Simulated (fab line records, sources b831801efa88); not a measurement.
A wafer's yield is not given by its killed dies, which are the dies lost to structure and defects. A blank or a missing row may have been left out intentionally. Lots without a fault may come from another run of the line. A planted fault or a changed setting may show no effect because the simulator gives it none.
fab line records	flow sky130
record lots=5	wafers=15	last_day=50
route steps=708 shown CONTACT@424 METAL1@434
lots with no fault: from the same line, run without faults
start_h: hours from the record's opening day to when the first of the lot's shown wafers began	wait_h: how many hours have passed since the lot's step before this one	" the same as in the row above	L1.1+2: a row that stands for several wafers	- no value present, or no start provided	* or withheld: withheld	< > ~ a bound
route shown NAME@n: NAME is a module with steps in the file, n the number in the route of the first one	usual: the fault-free wafers' mean and standard deviation	same: alike in all rows	chamber/n: place in a boat	sites: readings site by site	_std_site: standard deviation across them	_edge_site: mean of outer sites minus mean of inner sites	radius_mm: for every site, how far away it sits from the centre of the wafer	mask NAME#n: copy n	behind: tool/chamber where the wafer was last shaped	hold: what put the lot on hold/how long, in hours/how the hold closed	device: which transistor (n, p or np) failed to switch	end of line: the route-end tests of the same wafers	a step without rows: its recipe alone	killed: count of dies lost to structure and defects at first sort (not the wafer's yield)	map: shows each die of a wafer: x if killed, . if not, _ if none is there
set.NAME: the setting the step ran with; set.NAME@STEP: the setting that earlier step ran with	model.NAME: the simulator's own value behind a step, which no gauge read
a table for each step, a row for each wafer; lots at some steps of the route
services: from which hour (start_h, from the record's first day; less than 0 if before it) a tool's chamber was out of use, for how many hours, and why
## steps
# step SKY_CONTACT_ETCH_18
# recipe target=Si3N4	chemistry=CHF3/O2	stop_on=TiN	source_w=600	bias_w=200	pressure_mtorr=40	chf3_flow_sccm=50	O2_flow_sccm=5	time_s=39	target_depth_a=750
# usual drypump_motor_current_A=5.74/0.22	oes_product_au=0.851/0.0085	throttle_valve_pct=8.792/0.0084
lot.wafer	tool	chamber	start_h	wait_h	drypump_motor_current_A	oes_product_au	rf_hours_counter_h	throttle_valve_pct
L076.2	rie_diel-03	1	-	-	5.50	0.848	9	8.795
L076.3	"	3	"	"	5.75	0.849	5	8.791
L076.5	"	0	"	"	5.97	0.854	-	8.782
L079.3	rie_diel-01	2	-	-	5.93	0.864	9	8.801
L079.4	"	0	"	"	5.42	0.852	12	8.797
L079.5	"	3	"	"	5.73	0.853	-	8.791
L083.1	rie_diel-04	3	-	-	5.51	0.854	2	8.788
L083.3	"	0	"	"	5.83	0.855	23	8.779
L083.6	"	2	"	"	5.64	0.864	-	8.791
L089.3	rie_diel-03	2	-	-	5.66	0.850	7	8.777
L089.5	"	1	"	"	5.56	0.851	-	8.794
L089.6	"	2	"	"	5.65	0.865	-	8.789
L095.2	rie_diel-03	3	-	-	5.75	0.850	9	8.783
L095.3	"	2	"	"	5.65	0.851	9	8.782
L095.4	"	1	"	"	5.57	0.857	13	8.800
# step SKY_CONTACT_STRIP_19
# recipe chemistry=O2/N2	power_w=1400	pressure_mtorr=1500	platen_temp_c=withheld	o2_flow_sccm=3000	n2_flow_sccm=300	overash_fraction=0.5
# usual drypump_motor_current_A=5.8/0.62	oes_product_au=0.380/0.0045	strip_time_to_endpoint_s=3.628/0.029
lot.wafer	tool	chamber	start_h	wait_h	drypump_motor_current_A	oes_product_au	rf_hours_counter_h	strip_time_to_endpoint_s
L076.2	plasma_asher-01	1	777.39	-	4.9	0.375	37	3.585
L076.3	"	1	"	"	4.9	0.380	-	3.613
L076.5	"	1	"	"	4.9	0.388	-	3.635
L079.3	plasma_asher-02	1	786.66	-	5.7	0.374	-	3.605
L079.4	"	0	"	"	6.6	0.380	-	3.678
L079.5	"	1	"	"	5.7	0.376	-	3.664
L083.1	plasma_asher-04	1	823.20	-	5.9	0.384	100	3.649
L083.3	"	1	"	"	5.9	0.379	-	3.589
L083.6	"	1	"	"	5.9	0.381	-	3.658
L089.3	plasma_asher-04	0	864.73	-	5.0	0.384	-	3.664
L089.5	"	1	"	"	5.9	0.368	-	3.581
L089.6	"	0	"	"	5.0	0.386	-	3.661
L095.2	plasma_asher-02	1	901.20	-	5.7	0.369	76	3.603
L095.3	"	0	"	"	6.7	0.377	-	3.670
L095.4	"	1	"	"	5.7	0.383	-	3.626
# step SKY_CONTACT_STRIP_20
# recipe chemistry=post_etch_residue_remover	time_s=1200	temp_c=72.5
lot.wafer	tool	chamber	start_h	wait_h
L076.2+3+5	wet_bench-01	3	777.49	0.1
L079.3+4+5	wet_bench-04	2	786.73	0.0
L083.1+3+6	wet_bench-02	2	823.30	0.1
L089.3+5+6	wet_bench-02	0	864.79	0.0
L095.2+3+4	wet_bench-02	1	901.30	0.1
# step SKY_CONTACT_CLEAN_21
# recipe chemistry=IPA	time_s=180	temp_c=25
lot.wafer	tool	chamber	start_h	wait_h
L076.2+3+5	wet_bench-04	1	777.84	0.0
L079.3+4+5	wet_bench-02	3	787.10	0.0
L083.1+3+6	wet_bench-02	0	823.64	0.0
L089.3+5+6	wet_bench-04	3	865.54	0.0
L095.2+3+4	wet_bench-01	2	901.98	0.0
# step SKY_CONTACT_CLEAN_22
# recipe chemistry=O3/DIW	dry=n2_spin
lot.wafer	tool	chamber	start_h	wait_h
L076.2+3+5	wet_bench-02	1	777.89	0.0
L079.3+4+5	wet_bench-04	2	787.17	0.0
L083.1+3+6	wet_bench-02	1	823.76	0.1
L089.3+5+6	wet_bench-01	0	865.60	0.0
L095.2+3+4	wet_bench-04	0	902.04	0.0
# step SKY_CONTACT_SPUTTER_23
# recipe material=TiN	target_thk_nm=20	chamber_pressure_pa=5	power_w=4000	time_s=80
# usual throttle_valve_pct=29.9/1.1
lot.wafer	tool	chamber	start_h	wait_h	throttle_valve_pct
L076.2	pvd_sputter-03	-	777.99	0.0	31.1
L076.3	"	-	"	"	29.7
L076.5	"	-	"	"	30.0
L079.3	pvd_sputter-04	-	787.27	0.0	29.5
L079.4	"	-	"	"	29.0
L079.5	"	-	"	"	30.3
L083.1	pvd_sputter-04	-	823.85	0.0	29.0
L083.3	"	-	"	"	29.2
L083.6	"	-	"	"	27.6
L089.3	pvd_sputter-03	-	865.69	0.0	31.3
L089.5	"	-	"	"	29.6
L089.6	"	-	"	"	31.3
L095.2	pvd_sputter-03	-	902.13	0.0	29.5
L095.3	"	-	"	"	31.4
L095.4	"	-	"	"	30.6
# step SKY_CONTACT_CVD_24
# recipe material=W	target_thk_nm=340	time_s=102.12	temp_c=400	pressure_torr=40
# usual heater_power_w=816/46
lot.wafer	tool	chamber	start_h	wait_h	heater_power_w	since_wet_clean_h
L076.2	cvd_w-02	0	778.05	0.0	856	874
L076.3	"	1	"	"	888	-
L076.5	"	1	"	"	873	-
L079.3	cvd_w-02	0	787.37	0.1	843	-
L079.4	"	1	"	"	867	-
L079.5	"	0	"	"	860	-
L083.1	cvd_w-02	0	823.91	0.0	839	920
L083.3	"	1	"	"	892	-
L083.6	"	1	"	"	895	-
L089.3	cvd_w-01	0	865.79	0.1	812	-
L089.5	"	1	"	"	748	-
L089.6	"	0	"	"	812	-
L095.2	cvd_w-01	1	902.19	0.0	763	498
L095.3	"	0	"	"	829	-
L095.4	"	1	"	"	772	-
# step SKY_CONTACT_RS_MEAS_25
# recipe thk_meas_gauge=four-point-probe	reads=W_of_CONTACT_CVD_24+TiN_of_CONTACT_SPUTTER_23
# usual CONTACT_W_RS=0.340/0.0039
lot.wafer	tool	chamber	start_h	wait_h	CONTACT_W_RS[ohm/sq]
L076.2	film_metro-03	-	778.18	0.1	0.343
L076.3	"	-	"	"	0.342
L076.5	"	-	"	"	0.345
L079.3	film_metro-04	-	787.48	0.1	0.341
L079.4	"	-	"	"	0.336
L079.5	"	-	"	"	0.342
L083.1	film_metro-04	-	824.02	0.1	0.332
L083.3	"	-	"	"	0.334
L083.6	"	-	"	"	0.326
L089.3	film_metro-04	-	865.90	0.1	0.337
L089.5	"	-	"	"	0.339
L089.6	"	-	"	"	0.337
L095.2	film_metro-02	-	902.32	0.1	0.342
L095.3	"	-	"	"	0.334
L095.4	"	-	"	"	0.346
# step SKY_CONTACT_THK_MEAS_26
# recipe thk_meas_gauge=xrf	reads=W_of_CONTACT_CVD_24
# usual CONTACT_W_THK=336/4.6
lot.wafer	tool	chamber	start_h	wait_h	CONTACT_W_THK[nm]
L076.2	film_metro-03	-	778.29	0.1	330
L076.3	"	-	"	"	332
L076.5	"	-	"	"	330
L079.3	film_metro-04	-	787.58	0.1	334
L079.4	"	-	"	"	341
L079.5	"	-	"	"	335
L083.1	film_metro-04	-	824.14	0.1	342
L083.3	"	-	"	"	340
L083.6	"	-	"	"	350
L089.3	film_metro-04	-	866.00	0.1	338
L089.5	"	-	"	"	336
L089.6	"	-	"	"	340
L095.2	film_metro-02	-	902.43	0.1	331
L095.3	"	-	"	"	337
L095.4	"	-	"	"	326
# step SKY_CONTACT_CMP_27
# recipe stop_on=SiO2	t_overpolish_s=15	down_force_psi=3.5	platen_rpm=60	target_thk_nm=0	pad_velocity_m_s=0.94248
# usual motor_current_A=11.1/1.2	overpolish_run_s=15.000/0.0086	slurry_flow_ml_min=150.0/0.46	time_to_endpoint_s=80/3.3
lot.wafer	tool	chamber	start_h	wait_h	motor_current_A	overpolish_run_s	slurry_flow_ml_min	time_to_endpoint_s
L076.3	cmp-02	0	778.34	0.0	10.2	14.999	149.6	80
L076.2	"	2	"	"	9.6	15.004	149.9	82
L076.5	"	1	"	"	10.4	15.002	149.8	78
L079.3	cmp-02	2	787.70	0.1	9.9	15.016	150.2	79
L079.4	"	0	"	"	10.0	15.000	149.2	82
L079.5	"	1	"	"	9.9	15.003	149.9	80
L083.1	cmp-02	1	824.25	0.1	10.4	15.001	149.6	85
L083.3	"	2	"	"	9.5	15.005	149.7	77
L083.6	"	0	"	"	10.5	15.014	150.6	79
L089.3	cmp-01	2	866.09	0.1	11.9	15.004	149.6	79
L089.6	"	1	"	"	12.7	14.997	150.1	83
L089.5	"	2	"	"	11.8	14.996	149.3	79
L095.4	cmp-02	3	902.48	0.0	11.3	15.008	150.0	85
L095.3	"	1	"	"	10.7	15.007	150.0	83
L095.2	"	2	"	"	9.5	15.000	149.2	80
# step SKY_METAL1_SPUTTER_00
# recipe material=Ti	target_thk_nm=15	power_w=3000	time_s=10	chamber_pressure_pa=0.4
# usual throttle_valve_pct=29.5/1
lot.wafer	tool	chamber	start_h	wait_h	throttle_valve_pct
L076.2	pvd_sputter-04	-	778.64	0.1	27.4
L076.3	"	-	"	"	28.9
L076.5	"	-	"	"	27.6
L079.3	pvd_sputter-02	-	787.95	0.2	27.3
L079.4	"	-	"	"	29.9
L079.5	"	-	"	"	29.1
L083.1	pvd_sputter-02	-	824.50	0.2	29.3
L083.3	"	-	"	"	29.4
L083.6	"	-	"	"	29.2
L089.3	pvd_sputter-02	-	866.34	0.2	29.5
L089.5	"	-	"	"	29.4
L089.6	"	-	"	"	29.7
L095.2	pvd_sputter-02	-	902.78	0.1	29.7
L095.3	"	-	"	"	27.5
L095.4	"	-	"	"	29.4
# step SKY_METAL1_SPUTTER_01
# recipe material=TiN	target_thk_nm=20	power_w=6500	time_s=16.7	chamber_pressure_pa=0.4
# usual throttle_valve_pct=29.5/1
lot.wafer	tool	chamber	start_h	wait_h	throttle_valve_pct
L076.2	pvd_sputter-04	-	778.66	0.0	27.6
L076.3	"	-	"	"	28.9
L076.5	"	-	"	"	27.6
L079.3	pvd_sputter-02	-	787.97	0.0	27.5
L079.4	"	-	"	"	30.0
L079.5	"	-	"	"	29.0
L083.1	pvd_sputter-02	-	824.52	0.0	29.0
L083.3	"	-	"	"	29.3
L083.6	"	-	"	"	29.0
L089.3	pvd_sputter-02	-	866.36	0.0	29.4
L089.5	"	-	"	"	29.6
L089.6	"	-	"	"	29.9
L095.2	pvd_sputter-02	-	902.80	0.0	29.9
L095.3	"	-	"	"	27.3
L095.4	"	-	"	"	29.1
# step SKY_METAL1_SPUTTER_02
# recipe material=AlCu	target_thk_nm=250	power_w=10600	time_s=13.3	chamber_pressure_pa=0.4
# usual throttle_valve_pct=29.5/0.99
lot.wafer	tool	chamber	start_h	wait_h	throttle_valve_pct
L076.2	pvd_sputter-04	-	778.69	0.0	27.7
L076.3	"	-	"	"	28.8
L076.5	"	-	"	"	27.6
L079.3	pvd_sputter-02	-	788.00	0.0	27.6
L079.4	"	-	"	"	30.0
L079.5	"	-	"	"	29.2
L083.1	pvd_sputter-02	-	824.55	0.0	29.3
L083.3	"	-	"	"	29.6
L083.6	"	-	"	"	29.1
L089.3	pvd_sputter-02	-	866.39	0.0	29.4
L089.5	"	-	"	"	29.5
L089.6	"	-	"	"	29.7
L095.2	pvd_sputter-02	-	902.83	0.0	29.8
L095.3	"	-	"	"	27.7
L095.4	"	-	"	"	29.2
# step SKY_METAL1_SPUTTER_03
# recipe material=Ti	target_thk_nm=5	power_w=3000	time_s=3.3	chamber_pressure_pa=0.4
# usual throttle_valve_pct=29.5/1
lot.wafer	tool	chamber	start_h	wait_h	throttle_valve_pct
L076.2	pvd_sputter-04	-	778.71	0.0	27.4
L076.3	"	-	"	"	29.1
L076.5	"	-	"	"	27.4
L079.3	pvd_sputter-02	-	788.02	0.0	27.4
L079.4	"	-	"	"	30.1
L079.5	"	-	"	"	29.0
L083.1	pvd_sputter-02	-	824.57	0.0	29.2
L083.3	"	-	"	"	29.6
L083.6	"	-	"	"	29.1
L089.3	pvd_sputter-02	-	866.41	0.0	29.5
L089.5	"	-	"	"	29.2
L089.6	"	-	"	"	29.7
L095.2	pvd_sputter-02	-	902.85	0.0	30.1
L095.3	"	-	"	"	27.4
L095.4	"	-	"	"	29.1
# step SKY_METAL1_SPUTTER_04
# recipe material=TiN	target_thk_nm=70	power_w=6500	time_s=58.3	chamber_pressure_pa=0.4
# usual throttle_valve_pct=29.6/1
lot.wafer	tool	chamber	start_h	wait_h	throttle_valve_pct
L076.2	pvd_sputter-04	-	778.73	0.0	27.5
L076.3	"	-	"	"	29.0
L076.5	"	-	"	"	27.6
L079.3	pvd_sputter-02	-	788.04	0.0	27.7
L079.4	"	-	"	"	29.9
L079.5	"	-	"	"	29.3
L083.1	pvd_sputter-02	-	824.59	0.0	29.0
L083.3	"	-	"	"	29.4
L083.6	"	-	"	"	29.0
L089.3	pvd_sputter-02	-	866.43	0.0	29.6
L089.5	"	-	"	"	29.5
L089.6	"	-	"	"	30.0
L095.2	pvd_sputter-02	-	902.87	0.0	30.0
L095.3	"	-	"	"	27.6
L095.4	"	-	"	"	29.3
# step SKY_METAL1_RS_MEAS_05
# recipe thk_meas_gauge=four-point-probe	reads=TiN_of_METAL1_SPUTTER_04+Ti_of_METAL1_SPUTTER_03+AlCu_of_METAL1_SPUTTER_02+TiN_of_METAL1_SPUTTER_01+Ti_of_METAL1_SPUTTER_00
# usual METAL1_ALCU_RS=0.1262/0.0013
lot.wafer	tool	chamber	start_h	wait_h	METAL1_ALCU_RS[ohm/sq]
L076.2	film_metro-04	-	778.80	0.0	0.1284
L076.3	"	-	"	"	0.1266
L076.5	"	-	"	"	0.1279
L079.3	film_metro-01	-	788.13	0.1	0.1261
L079.4	"	-	"	"	0.1273
L079.5	"	-	"	"	0.1263
L083.1	film_metro-04	-	824.64	0.0	0.1277
L083.3	"	-	"	"	0.1263
L083.6	"	-	"	"	0.1284
L089.3	film_metro-03	-	866.52	0.1	0.1280
L089.5	"	-	"	"	0.1279
L089.6	"	-	"	"	0.1286
L095.2	film_metro-01	-	902.94	0.0	0.1268
L095.3	"	-	"	"	0.1255
L095.4	"	-	"	"	0.1255
# step SKY_METAL1_THK_MEAS_06
# recipe thk_meas_gauge=xrf	reads=AlCu_of_METAL1_SPUTTER_02
# usual METAL1_ALCU_THK=248.1/2.9
lot.wafer	tool	chamber	start_h	wait_h	METAL1_ALCU_THK[nm]
L076.2	film_metro-04	-	778.91	0.1	244.4
L076.3	"	-	"	"	247.3
L076.5	"	-	"	"	246.1
L079.3	film_metro-01	-	788.23	0.1	248.5
L079.4	"	-	"	"	246.8
L079.5	"	-	"	"	247.7
L083.1	film_metro-04	-	824.76	0.1	245.5
L083.3	"	-	"	"	249.4
L083.6	"	-	"	"	244.8
L089.3	film_metro-03	-	866.62	0.1	244.4
L089.5	"	-	"	"	245.5
L089.6	"	-	"	"	245.8
L095.2	film_metro-01	-	903.05	0.1	246.5
L095.3	"	-	"	"	249.9
L095.4	"	-	"	"	250.5
# step SKY_METAL1_DEHYDRATE_07
# recipe temp_c=200	time_s=60
lot.wafer	tool	chamber	start_h	wait_h
L076.2+3+5	litho_track-02	0	791.63	12.7
L079.3+4+5	litho_track-04	0	800.86	12.6
L083.1+3+6	litho_track-04	0	836.61	11.8
L089.3+5+6	litho_track-04	0	879.26	12.6
L095.2+3+4	litho_track-01	0	914.89	11.8
# step SKY_METAL1_HMDS_08
# recipe prime_time_s=60	prime_temp_c=120
lot.wafer	tool	chamber	start_h	wait_h
L076.2+3+5	litho_track-02	0	791.78	0.1
L079.3+4+5	litho_track-04	0	801.01	0.1
L083.1+3+6	litho_track-04	0	836.76	0.1
L089.3+5+6	litho_track-04	0	879.41	0.1
L095.2+3+4	litho_track-01	0	915.04	0.1
# step SKY_METAL1_COAT_09
# recipe resist=BARC	temp_c=withheld	time_s=withheld	spin_rpm=3000	resist_thk_nm=60
lot.wafer	tool	chamber	start_h	wait_h
L076.2+3+5	litho_track-02	0	791.93	0.1
L079.3+4+5	litho_track-04	0	801.16	0.1
L083.1+3+6	litho_track-04	0	836.91	0.1
L089.3+5+6	litho_track-04	0	879.56	0.1
L095.2+3+4	litho_track-01	0	915.19	0.1
# step SKY_METAL1_COAT_10
# recipe resist=KrF-thick	spin_rpm=3000	resist_thk_nm=450
lot.wafer	tool	chamber	start_h	wait_h
L076.2+3+5	litho_track-02	0	-	-
L079.3+4+5	litho_track-04	0	-	-
L083.1+3+6	litho_track-04	0	-	-
L089.3+5+6	litho_track-04	0	-	-
L095.2+3+4	litho_track-01	0	-	-
# step SKY_METAL1_SOFTBAKE_11
# recipe temp_c=100	time_s=90	resist=KrF-thick
lot.wafer	tool	chamber	start_h	wait_h
L076.2+3+5	litho_track-02	0	-	-
L079.3+4+5	litho_track-04	0	-	-
L083.1+3+6	litho_track-04	0	-	-
L089.3+5+6	litho_track-04	0	-	-
L095.2+3+4	litho_track-01	0	-	-
## services
tool	chamber	start_h	hours	kind
rie_diel-04	-	779.40	14.6	pm
pvd_sputter-03	-	787.78	8.4	repair
rie_diel-03	-	791.89	2.8	pm
cvd_w-01	0	793.91	14.8	repair
pvd_sputter-04	-	796.82	4.7	repair
pvd_sputter-03	-	811.49	1.1	repair
wet_bench-04	-	811.67	2.7	repair
cvd_w-02	0	814.37	3.9	repair
plasma_asher-02	-	826.96	14.6	pm
pvd_sputter-03	-	833.76	3.3	repair
pvd_sputter-02	-	838.35	2.4	repair
cvd_w-01	-	840.43	0.6	repair
rie_diel-03	0	843.80	3.6	repair
pvd_sputter-02	-	855.48	1.1	repair
pvd_sputter-04	-	862.62	14.0	repair
cvd_w-02	-	874.87	2.8	pm
plasma_asher-04	-	894.24	1.0	repair
cvd_w-02	-	904.00	14.0	pm
rie_diel-03	3	904.02	5.5	repair
rie_diel-03	1	908.16	16.2	repair
cmp-02	-	909.82	2.7	repair
rie_diel-03	-	911.16	0.6	repair
cmp-02	-	911.93	0.3	repair
cmp-02	-	912.56	4.0	pm
## key
fault none
